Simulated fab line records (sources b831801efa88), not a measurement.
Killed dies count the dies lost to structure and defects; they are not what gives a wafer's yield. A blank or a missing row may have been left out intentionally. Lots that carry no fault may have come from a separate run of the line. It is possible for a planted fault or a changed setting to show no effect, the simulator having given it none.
fab line records    flow sky130
record lots=6  wafers=18  last_day=50
route steps=708 shown PASSIVATION@689 PAD_OPEN@694
lots untouched by any fault: they come from a run of this same line in which no faults occurred
start_h: hours from the record's opening day to when the first of the lot's shown wafers began    wait_h: hours since the lot's step before    " repeats the value in the row above    L1.1+2: a row that stands for several wafers    - value missing, or start not given    * or withheld: withheld    < > ~ a bound
route shown NAME@n: names a module that has steps shown in the file, with the first one's number in the route    usual: average and standard deviation across the fault-free wafers    same: alike in all rows    chamber/n: place in a boat    sites: per-site readings    _std_site: how widely they spread, as a standard deviation    _edge_site: outer sites' mean less inner sites'    radius_mm: for every site, how far away it sits from the centre of the wafer    mask NAME#n: copy n    behind: the tool/chamber that last shaped the wafer    hold: the reason the lot was held/the length of the hold in hours/how it ended    device: transistor that didn't switch, given as n, p or np    end of line: the tests these same wafers got at the end of their route    a step without rows: its recipe alone    killed: not the wafer's yield, but the dies lost to structure and defects at the first sort    map: a wafer's dies, marking killed ones x, the rest . and places with no die _
set.NAME: the setting as run; set.NAME@STEP: as run at that earlier step    model.NAME: the simulator's own value behind a step, which no gauge read
lots seen at some steps along the route; tables by step, rows by wafer
services: from which hour (start_h, from the record's first day; less than 0 if before it) a tool's chamber was out of use, for how many hours, and why
## steps
# step SKY_PASSIVATION_EXPOSE_08
# recipe mask_id=NSM  target_cd_nm=3000  na=0.57  dose_mj=260
# step SKY_PASSIVATION_PEB_09
# recipe temp_c=115  time_s=withheld
# step SKY_PASSIVATION_DEVELOP_10
# recipe develop_time_s=60  dev_temp_c=23
# step SKY_PASSIVATION_ETCH_11
# recipe chemistry=CF4/O2  target_depth_nm=725  stop_on=AlCu  source_w=800  bias_w=150  pressure_mtorr=150  cf4_flow_sccm=80  O2_flow_sccm=10  time_s=161.1
# usual bias_w=150.0/0.46  drypump_motor_current_A=6.0/0.45  oes_product_au=0.977/0.008  throttle_valve_pct=5.965/0.0089
lot.wafer  tool         chamber  start_h  wait_h  bias_w  drypump_motor_current_A  oes_product_au  rf_hours_counter_h  throttle_valve_pct
L709.1     rie_diel-04  2        1083.85  -       150.9   6.4                      0.980           20                  5.948
L709.4     "            0        "        "       151.2   5.6                      0.984           19                  5.978
L709.6     "            2        "        "       150.7   6.4                      0.974           -                   5.959
L714.2     rie_diel-04  0        1102.84  -       149.3   5.6                      0.957           20                  5.950
L714.5     "            2        "        "       150.5   6.4                      0.981           -                   5.962
L714.6     "            3        "        "       150.6   5.2                      0.978           -                   5.978
L716.2     rie_diel-04  1        1106.99  -       149.6   6.1                      0.974           24                  5.963
L716.3     "            3        "        "       150.3   5.3                      0.984           26                  5.962
L716.4     "            2        "        "       151.0   6.4                      0.980           21                  5.962
L722.1     rie_diel-04  1        1147.19  -       150.2   6.1                      0.983           26                  5.955
L722.3     "            0        "        "       149.8   5.6                      0.970           22                  5.975
L722.6     "            1        "        "       150.3   6.1                      0.977           -                   5.966
L727.2     rie_diel-01  0        1188.35  -       149.9   5.9                      0.976           11                  5.974
L727.3     "            1        "        "       150.1   6.7                      0.975           14                  5.957
L727.5     "            0        "        "       150.1   6.0                      0.980           -                   5.967
L729.1     rie_diel-01  2        1190.10  -       149.9   6.5                      0.983           20                  5.962
L729.3     "            0        "        "       150.2   6.0                      0.980           11                  5.960
L729.6     "            2        "        "       149.1   6.5                      0.980           -                   5.958
# step SKY_PASSIVATION_STRIP_12
# recipe chemistry=O2/N2  power_w=1400  pressure_mtorr=1500  platen_temp_c=withheld  overash_fraction=0.7  o2_flow_sccm=3000  n2_flow_sccm=300
# usual drypump_motor_current_A=5.6/0.33  oes_product_au=0.661/0.0046  strip_time_to_endpoint_s=31.50/0.13
lot.wafer  tool             chamber  start_h  wait_h  drypump_motor_current_A  oes_product_au  rf_hours_counter_h  strip_time_to_endpoint_s
L709.1     plasma_asher-03  0        1083.96  0.1     5.5                      0.660           28                  31.67
L709.4     "                0        "        "       5.5                      0.666           -                   31.66
L709.6     "                0        "        "       5.5                      0.659           -                   31.62
L714.2     plasma_asher-02  1        1102.94  0.1     5.4                      0.662           67                  31.51
L714.5     "                1        "        "       5.4                      0.668           -                   31.34
L714.6     "                0        "        "       5.5                      0.666           -                   31.39
L716.2     plasma_asher-02  0        1107.09  0.1     5.5                      0.659           67                  31.53
L716.3     "                0        "        "       5.5                      0.657           -                   31.58
L716.4     "                1        "        "       5.4                      0.658           -                   31.73
L722.1     plasma_asher-01  1        1147.29  0.1     6.3                      0.663           101                 31.29
L722.3     "                0        "        "       5.8                      0.671           -                   31.37
L722.6     "                1        "        "       6.3                      0.659           -                   31.40
L727.2     plasma_asher-01  1        1188.45  0.1     6.4                      0.658           105                 31.44
L727.3     "                0        "        "       5.9                      0.663           -                   31.48
L727.5     "                0        "        "       5.8                      0.659           -                   31.53
L729.1     plasma_asher-03  0        1190.21  0.1     5.5                      0.658           38                  31.66
L729.3     "                0        "        "       5.4                      0.667           -                   31.47
L729.6     "                1        "        "       5.4                      0.655           -                   31.47
# step SKY_PAD_OPEN_DEHYDRATE_00
# recipe temp_c=200  time_s=60
# step SKY_PAD_OPEN_HMDS_01
# recipe prime_time_s=60  prime_temp_c=120
# step SKY_PAD_OPEN_COAT_02
# recipe spin_rpm=2000  resist_thk_nm=3000
# step SKY_PAD_OPEN_SOFTBAKE_03
# recipe temp_c=110  time_s=withheld
# step SKY_PAD_OPEN_EXPOSE_04
# recipe mask_id=PDM  target_cd_nm=60000  na=0.57  dose_mj=260
# step SKY_PAD_OPEN_PEB_05
# recipe temp_c=115  time_s=withheld
# step SKY_PAD_OPEN_DEVELOP_06
# recipe develop_time_s=60  dev_temp_c=23
# step SKY_PAD_OPEN_ETCH_07
# recipe chemistry=CF4/O2  target_depth_nm=725  stop_on=AlCu  source_w=800  bias_w=150  pressure_mtorr=150  cf4_flow_sccm=80  O2_flow_sccm=10  time_s=161.1
# usual bias_w=150.0/0.42  drypump_motor_current_A=5.9/0.4  oes_product_au=0.977/0.0081  throttle_valve_pct=5.965/0.0082
lot.wafer  tool         chamber  start_h  wait_h  bias_w  drypump_motor_current_A  oes_product_au  rf_hours_counter_h  throttle_valve_pct  model.PAD_OPEN.feature_depth_nm  model.etch.depth_nm
L709.1     rie_diel-03  0        1100.00  -       149.3   5.9                      0.972           20                  5.956               697.8                            697.8
L709.4     "            2        "        "       149.3   6.6                      0.981           23                  5.964               711.4                            711.4
L709.6     "            2        "        "       149.1   6.6                      0.975           -                   5.955               700.8                            700.8
L714.2     rie_diel-04  1        1122.10  -       150.3   6.1                      0.913           25                  5.957               623.8                            623.8
L714.5     "            3        "        "       150.6   5.3                      0.985           -                   5.970               705.8                            705.8
L714.6     "            2        "        "       150.6   6.4                      0.980           -                   5.970               709.5                            709.5
L716.2     rie_diel-04  0        1126.65  -       149.6   5.6                      0.969           21                  5.964               701.6                            701.6
L716.3     "            2        "        "       150.4   6.4                      0.982           22                  5.962               707.2                            707.2
L716.4     "            1        "        "       151.1   6.1                      0.918           25                  5.943               630.1                            630.1
L722.1     rie_diel-03  2        1163.56  -       149.0   6.6                      0.974           26                  5.958               707.4                            707.4
L722.3     "            1        "        "       149.6   5.9                      0.971           12                  5.958               698.1                            698.1
L722.6     "            1        "        "       149.9   5.9                      0.979           -                   5.980               708.8                            708.8
L727.2     rie_diel-04  2        1203.74  -       149.8   6.3                      0.978           24                  5.957               696.1                            696.1
L727.3     "            1        "        "       149.5   6.1                      0.974           28                  5.977               702.3                            702.3
L727.5     "            1        "        "       150.4   6.1                      0.982           -                   5.961               704.1                            704.1
L729.1     rie_diel-04  0        1205.89  -       150.4   5.6                      0.969           24                  5.973               707.3                            707.3
L729.3     "            2        "        "       150.3   6.4                      0.971           25                  5.982               694.9                            694.9
L729.6     "            0        "        "       149.9   5.6                      0.985           -                   5.971               711.3                            711.3
# step SKY_PAD_OPEN_STRIP_08
# recipe chemistry=O2/N2  power_w=1400  pressure_mtorr=1500  platen_temp_c=withheld  overash_fraction=0.7  o2_flow_sccm=3000  n2_flow_sccm=300
# usual drypump_motor_current_A=5.53/0.17  oes_product_au=0.663/0.0043  strip_time_to_endpoint_s=37.03/0.12
lot.wafer  tool             chamber  start_h  wait_h  drypump_motor_current_A  oes_product_au  rf_hours_counter_h  strip_time_to_endpoint_s
L709.1     plasma_asher-03  0        1100.11  0.1     5.49                     0.663           30                  37.11
L709.4     "                1        "        "       5.43                     0.664           -                   37.10
L709.6     "                0        "        "       5.46                     0.662           -                   37.14
L714.2     plasma_asher-02  0        1122.21  0.1     5.48                     0.662           68                  37.01
L714.5     "                1        "        "       5.39                     0.660           -                   37.08
L714.6     "                0        "        "       5.48                     0.660           -                   37.07
L716.2     plasma_asher-04  1        1126.76  0.1     5.89                     0.658           6                   37.00
L716.3     "                0        "        "       5.59                     0.664           -                   37.06
L716.4     "                1        "        "       5.90                     0.669           -                   37.04
L722.1     plasma_asher-04  1        1163.66  0.1     5.92                     0.661           9                   37.07
L722.3     "                0        "        "       5.57                     0.664           -                   36.92
L722.6     "                1        "        "       5.93                     0.662           -                   36.98
L727.2     plasma_asher-03  1        1203.84  0.1     5.45                     0.665           40                  37.15
L727.3     "                0        "        "       5.46                     0.662           -                   37.11
L727.5     "                1        "        "       5.45                     0.663           -                   37.17
L729.1     plasma_asher-03  1        1205.99  0.1     5.43                     0.666           40                  37.18
L729.3     "                0        "        "       5.48                     0.667           -                   37.15
L729.6     "                0        "        "       5.48                     0.658           -                   37.14
# step SKY_PAD_OPEN_PROBE_99
# usual defect_limited_yield=82.5/1.8  killed_at_M0_to_M3=44/7.1  killed_at_M4_up=3.0/1.9  killed_at_contacts=25/5.6  killed_at_front_end=14/4.1  killed_at_other=0.2/0.44  killed_dies=86/9.1  killed_on_rim=17/3.7  killed_open=47/7.4  killed_short=39/5.7  sort_bin_3_pad_short=0.9/0.37  sort_bin_5_function=10.3/1.6  sort_bin_6_memory=6.3/1.1  sort_n_pass=406/9.1  sort_yield_pct=82.5/1.8
# same gross_dies=492  killed_at_back_side=0  sort_bin_4_leakage[%]=0  sort_bin_8_speed[%]=0
lot.wafer  tool       chamber  start_h  wait_h  hold                      defect_limited_yield[%]  killed_at_M0_to_M3  killed_at_M4_up  killed_at_contacts  killed_at_front_end  killed_at_other  killed_dies  killed_on_rim  killed_open  killed_short  sort_bin_3_pad_short[%]  sort_bin_5_function[%]  sort_bin_6_memory[%]  sort_n_pass  sort_yield_pct[%]  model.etest.tester.sort_n_pass  model.etest.tester.sort_bin_5_pct  model.etest.tester.sort_yield_pct
L709.1     prober-01  -        1102.34  0.1     -                         84.8                     36                  1                23                  15                   0                75           13             43           32            1.0                      9.3                     4.9                   417          84.8               417                             9.35                               84.76
L709.4     prober-01  -        1102.49  0.2     -                         83.3                     45                  0                21                  15                   1                82           11             42           40            0.8                      7.9                     7.9                   410          83.3               410                             7.927                              83.33
L709.6     prober-01  -        1102.59  0.2     -                         79.3                     63                  5                26                  7                    1                102          16             61           41            1.0                      10.0                    9.8                   390          79.3               390                             9.959                              79.27
L714.2     prober-02  -        1124.51  0.1     await_dispo/3.1h/release  5.1                      53                  3                28                  16                   367              467          96             60           41            1.2                      87.4                    6.3                   25           5.1                25                              87.4                               5.081
L714.5     prober-02  -        1124.66  0.2     await_dispo/3.1h/release  82.7                     44                  1                26                  12                   2                85           19             48           37            0.2                      11.0                    6.1                   407          82.7               407                             10.98                              82.72
L714.6     prober-02  -        1124.71  0.2     await_dispo/3.1h/release  83.7                     44                  2                22                  12                   0                80           15             44           36            1.4                      9.3                     5.5                   412          83.7               412                             9.35                               83.74
L716.2     prober-02  -        1129.03  0.1     await_dispo/5.3h/release  86.4                     29                  3                22                  13                   0                67           14             35           32            1.2                      8.5                     3.9                   425          86.4               425                             8.537                              86.38
L716.3     prober-02  -        1129.08  0.2     await_dispo/5.3h/release  81.9                     46                  5                27                  11                   0                89           15             55           34            0.2                      11.2                    6.7                   403          81.9               403                             11.18                              81.91
L716.4     prober-02  -        1129.13  0.2     await_dispo/5.3h/release  0                        44                  3                19                  14                   412              492          96             52           28            1.0                      92.5                    6.5                   0            0                  0                               92.48                              0
L722.1     prober-01  -        1165.92  0.1     -                         79.1                     51                  4                30                  17                   1                103          20             58           45            0.4                      13.0                    7.5                   389          79.1               389                             13.01                              79.06
L722.3     prober-01  -        1166.02  0.2     -                         78.3                     61                  1                27                  18                   0                107          18             59           48            1.4                      12.6                    7.7                   385          78.3               385                             12.6                               78.25
L722.6     prober-01  -        1166.17  0.2     -                         82.7                     43                  5                24                  13                   0                85           16             40           45            1.0                      9.1                     7.1                   407          82.7               407                             9.146                              82.72
L727.2     prober-01  -        1206.11  0.1     -                         81.9                     53                  3                16                  17                   0                89           22             42           47            1.2                      10.6                    6.3                   403          81.9               403                             10.57                              81.91
L727.3     prober-01  -        1206.16  0.2     -                         83.7                     42                  2                23                  13                   0                80           20             45           35            0.4                      10.2                    5.7                   412          83.7               412                             10.16                              83.74
L727.5     prober-01  -        1206.26  0.2     -                         85.4                     41                  0                18                  13                   0                72           22             39           33            0.8                      8.9                     4.9                   420          85.4               420                             8.943                              85.37
L729.1     prober-02  -        1208.20  0.1     -                         80.7                     44                  1                24                  26                   0                95           13             55           40            0.6                      13.2                    5.5                   397          80.7               397                             13.21                              80.69
L729.3     prober-02  -        1208.30  0.2     -                         82.7                     44                  5                16                  20                   0                85           17             46           39            1.2                      10.2                    5.9                   407          82.7               407                             10.16                              82.72
L729.6     prober-02  -        1208.45  0.2     -                         82.1                     46                  1                25                  16                   0                88           10             51           37            1.2                      11.8                    4.9                   404          82.1               404                             11.79                              82.11
# killed by level:class
L709.1 VIA1:geometric_particle:open=8 VIA3:geometric_particle:open=8 CONTACT:geometric_particle:open=7 LOCAL_INTERCONNECT:geometric_particle:short=6 VIA2:geometric_particle:open=6 FIELD_ISO:geometric_particle:short=5 LI_CONTACT:geometric_particle:open=5 FIELD_ISO:geometric_particle:open=4
L709.4 VIA1:geometric_particle:open=10 LI_CONTACT:geometric_particle:open=8 VIA3:geometric_particle:open=7 METAL1:geometric_particle:short=6 VIA2:geometric_particle:short=6 POLY_GATE:geometric_particle:short=5 METAL2:geometric_particle:short=5 FIELD_ISO:geometric_particle:open=4
L709.6 VIA1:geometric_particle:open=17 CONTACT:geometric_particle:open=11 LI_CONTACT:geometric_particle:open=9 VIA3:geometric_particle:open=8 VIA1:geometric_particle:short=8 METAL2:geometric_particle:short=6 VIA2:geometric_particle:open=6 METAL1:geometric_particle:short=5
L714.2 PAD_OPEN:area_etch=366 CONTACT:geometric_particle:open=14 VIA1:geometric_particle:open=13 VIA2:geometric_particle:open=10 CONTACT:geometric_particle:short=8 METAL1:geometric_particle:short=7 VIA3:geometric_particle:open=7 FIELD_ISO:geometric_particle:open=6
L714.5 VIA1:geometric_particle:open=10 LI_CONTACT:geometric_particle:open=9 METAL2:geometric_particle:short=8 VIA2:geometric_particle:open=7 CONTACT:geometric_particle:open=6 CONTACT:geometric_particle:short=6 VIA3:geometric_particle:open=5 VIA1:geometric_particle:short=4
L714.6 LI_CONTACT:geometric_particle:open=10 VIA2:geometric_particle:open=9 VIA1:geometric_particle:open=8 CONTACT:geometric_particle:open=6 VIA1:geometric_particle:short=6 METAL3:geometric_particle:short=5 FIELD_ISO:geometric_particle:short=4 CONTACT:geometric_particle:short=4
L716.2 VIA1:geometric_particle:open=8 CONTACT:geometric_particle:open=6 FIELD_ISO:geometric_particle:short=5 LI_CONTACT:geometric_particle:open=5 VIA2:geometric_particle:open=5 VIA3:geometric_particle:open=5 LOCAL_INTERCONNECT:geometric_particle:short=4 CONTACT:geometric_particle:short=4
L716.3 VIA1:geometric_particle:open=13 LI_CONTACT:geometric_particle:open=10 CONTACT:geometric_particle:open=9 VIA2:geometric_particle:open=8 VIA3:geometric_particle:open=7 METAL1:geometric_particle:short=6 POLY_GATE:geometric_particle:open=4 LOCAL_INTERCONNECT:geometric_particle:short=4
L716.4 PAD_OPEN:area_etch=412 VIA1:geometric_particle:open=10 VIA3:geometric_particle:open=9 LI_CONTACT:geometric_particle:open=8 CONTACT:geometric_particle:open=6 METAL2:geometric_particle:short=5 VIA2:geometric_particle:open=5 FIELD_ISO:geometric_particle:open=4
L722.1 CONTACT:geometric_particle:open=14 VIA1:geometric_particle:open=14 METAL2:geometric_particle:short=8 LI_CONTACT:geometric_particle:open=7 VIA3:geometric_particle:open=7 METAL1:geometric_particle:short=6 VIA1:geometric_particle:short=6 POLY_GATE:geometric_particle:open=5
L722.3 VIA2:geometric_particle:open=10 METAL2:geometric_particle:short=10 VIA1:geometric_particle:open=9 CONTACT:geometric_particle:open=8 VIA3:geometric_particle:open=8 LI_CONTACT:geometric_particle:open=7 METAL1:geometric_particle:short=6 FIELD_ISO:geometric_particle:open=5
L722.6 LI_CONTACT:geometric_particle:open=11 METAL3:geometric_particle:short=7 METAL2:geometric_particle:short=6 VIA3:geometric_particle:open=6 CONTACT:geometric_particle:open=4 LI_CONTACT:geometric_particle:short=4 METAL1:geometric_particle:short=4 METAL1:geometric_particle:open=4
L727.2 METAL2:geometric_particle:short=12 METAL1:geometric_particle:short=11 VIA1:geometric_particle:open=9 VIA3:geometric_particle:open=8 POLY_GATE:geometric_particle:short=5 CONTACT:geometric_particle:short=5 VIA2:geometric_particle:open=5 FIELD_ISO:geometric_particle:open=4
L727.3 CONTACT:geometric_particle:open=10 VIA1:geometric_particle:open=8 CONTACT:geometric_particle:short=7 VIA1:geometric_particle:short=7 LI_CONTACT:geometric_particle:open=6 METAL2:geometric_particle:short=4 VIA2:geometric_particle:open=4 VIA3:geometric_particle:open=4
L727.5 CONTACT:geometric_particle:open=8 VIA1:geometric_particle:open=6 VIA3:geometric_particle:open=6 METAL1:geometric_particle:short=5 VIA1:geometric_particle:short=5 METAL2:geometric_particle:short=5 VIA2:geometric_particle:open=5 FIELD_ISO:geometric_particle:open=4
L729.1 FIELD_ISO:geometric_particle:open=12 VIA1:geometric_particle:open=12 CONTACT:geometric_particle:open=8 FIELD_ISO:geometric_particle:short=6 METAL2:geometric_particle:short=6 LI_CONTACT:geometric_particle:short=5 LI_CONTACT:geometric_particle:open=5 LOCAL_INTERCONNECT:geometric_particle:short=5
L729.3 VIA1:geometric_particle:open=13 METAL2:geometric_particle:short=9 FIELD_ISO:geometric_particle:short=6 VIA3:geometric_particle:open=6 LI_CONTACT:geometric_particle:open=6 FIELD_ISO:geometric_particle:open=4 CONTACT:geometric_particle:open=4 METAL1:geometric_particle:short=4
L729.6 VIA1:geometric_particle:open=15 VIA2:geometric_particle:open=9 CONTACT:geometric_particle:open=8 LI_CONTACT:geometric_particle:open=5 CONTACT:geometric_particle:short=5 METAL2:geometric_particle:short=5 FIELD_ISO:geometric_particle:open=4 POLY_GATE:geometric_particle:open=4
# map L714.2 (x killed, . not)
__________xxxxxxxxxx_________
________xxxxxxxxxxxxxx_______
______xxxxxxxx.xxxxxxxxx_____
_____xxxxxxxxxxxxxxxxxxxx____
____xxxxxxxxxxxxxxxxxx.xxx___
___xxxxxxx.xxxxx.xxxxxxxxxx__
__xxxxxxxxxxxxxxxxxxxxxxxxxx_
_xxxxxx..xxxxxxxxxx.xxxxxxxxx
_xxxxxx.xxx.x.xxx.x..xxxxxxxx
_xxxxxxxxxx.xxxxxx.xxxxxxxxxx
_xxxxxxxxx..xxxxxxx.xxxxxxxxx
_xxxxxxxxxxxxxxxxxxxxxx.xxxxx
_xxxxxxxxxxxxxxxxxxx.xxxxxxxx
_xxxxxxxxxx..xx.xxxxxxxxxxxxx
_xxxxxxxxx.xxxxxxxxxxxxxxxxxx
__xxxxxxxxxxxxxxx.xxxxxxxxxx_
___xxxxxxxxxxxxxxxxxxxxxxxx__
____xxxxxxxxxxxxxxxxxxxxxx___
_____xxxxxxxxxxxxxxxxxxxx____
______xxxxxxxxxxxxxxxxxx_____
________xxxxxxxxxxxxxx_______
__________xxxxxxxxxx_________
# map L716.4 (x killed, . not)
__________xxxxxxxxxx_________
________xxxxxxxxxxxxxx_______
______xxxxxxxxxxxxxxxxxx_____
_____xxxxxxxxxxxxxxxxxxxx____
____xxxxxxxxxxxxxxxxxxxxxx___
___xxxxxxxxxxxxxxxxxxxxxxxx__
__xxxxxxxxxxxxxxxxxxxxxxxxxx_
_xxxxxxxxxxxxxxxxxxxxxxxxxxxx
_xxxxxxxxxxxxxxxxxxxxxxxxxxxx
_xxxxxxxxxxxxxxxxxxxxxxxxxxxx
_xxxxxxxxxxxxxxxxxxxxxxxxxxxx
_xxxxxxxxxxxxxxxxxxxxxxxxxxxx
_xxxxxxxxxxxxxxxxxxxxxxxxxxxx
_xxxxxxxxxxxxxxxxxxxxxxxxxxxx
_xxxxxxxxxxxxxxxxxxxxxxxxxxxx
__xxxxxxxxxxxxxxxxxxxxxxxxxx_
___xxxxxxxxxxxxxxxxxxxxxxxx__
____xxxxxxxxxxxxxxxxxxxxxx___
_____xxxxxxxxxxxxxxxxxxxx____
______xxxxxxxxxxxxxxxxxx_____
________xxxxxxxxxxxxxx_______
__________xxxxxxxxxx_________
## services
tool             chamber  start_h  hours  kind
plasma_asher-04  0        1064.25  -      clean
plasma_asher-04  1        1064.25  -      clean
rie_diel-01      3        1067.42  1.7    repair
rie_diel-03      -        1109.02  0.2    repair
rie_diel-04      2        1110.22  5.8    repair
rie_diel-04      -        1118.45  1.9    repair
rie_diel-03      3        1174.73  8.9    repair
rie_diel-01      1        1188.86  1.3    repair
## key
first_sign step=SKY_PAD_OPEN_ETCH_07  reading=oes_product_au  direction=down  sigmas=7.6  usual=0.977  struck=0.916
effect step=SKY_PAD_OPEN_PROBE_99  reading=killed_at_other  direction=up  sigmas=99+  usual=0.2  struck=389.5
model_effect step=SKY_PAD_OPEN_ETCH_07  value=PAD_OPEN.feature_depth_nm  without=705.4  struck=626.9
model_effect step=SKY_PAD_OPEN_PROBE_99  value=etest.tester.sort_n_pass  without=401.5  struck=12.5
more_kills_born_at SKY_PAD_OPEN_ETCH_07@rie_diel-04=778
met_at SKY_PAD_OPEN_ETCH_07
struck_wafers L714.2,L716.4
later_rows_left_out L714.2,L716.4
fault kind=process_parameter_drift  tool=rie_diel-04  chamber=1  onset_h=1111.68  steps=SKY_PAD_OPEN_ETCH_07  channel=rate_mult  offset=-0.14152  shape=step  end_h=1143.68
# later_rows_left_out: the simulator's readings of these wafers behind a module that went badly wrong aren't trusted and aren't shown, but for the sort
